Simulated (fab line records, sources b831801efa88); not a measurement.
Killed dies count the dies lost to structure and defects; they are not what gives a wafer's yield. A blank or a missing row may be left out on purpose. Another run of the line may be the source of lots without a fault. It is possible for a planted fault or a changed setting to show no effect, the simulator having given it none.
Chamber matching | flow gf180mcu | GF_PASSIVATION_CVD_00 on pecvd-03: 3 sister chambers
The step deposits SiO2 from TEOS, target thk 1000 nm, time 111.95 s. 3 wafers are shown with their chamber, then 7 later ones without.

## WAFERS, EACH WITH ITS CHAMBER
wafer  | chamber | heaterPowerW (W)
L092.6 | 0       | 680
L094.4 | 1       | 854
L094.5 | 2       | 441

## WAFERS MISSING THEIR CHAMBER
wafer  | heaterPowerW (W)
L094.6 | 556
L096.3 | 846
L096.4 | 866
L096.5 | 684
L097.2 | 418
L097.4 | 550
L097.5 | 924

## CHAMBER TAKEN BY EACH
wafer  | from the rows above     | in truth
L094.6 | can't be placed: 2 or 0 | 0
L096.3 | 1                       | 1
L096.4 | 1                       | 1
L096.5 | 0                       | 0
L097.2 | 2                       | 2
L097.4 | can't be placed: 2 or 0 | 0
L097.5 | 1                       | 1
Correctly placed: 5 of 7. From these rows, 2 cannot be placed; in 2 the true chamber is one of the candidates. Wrongly placed: 0.
How it was worked out, from the rows above alone: a wafer's distance from a chamber is the root of the sum, over the readings, of the square of ((its reading less the chamber's mean) divided by the reading's scatter). The wafer belongs to the nearest chamber; if the next one is less than 2 further off, it can't be placed. The mean given for a chamber averages the wafers shown for that chamber. The scatter: root of mean squared gap, hidden wafer to nearest shown wafer, with one shown wafer a chamber.
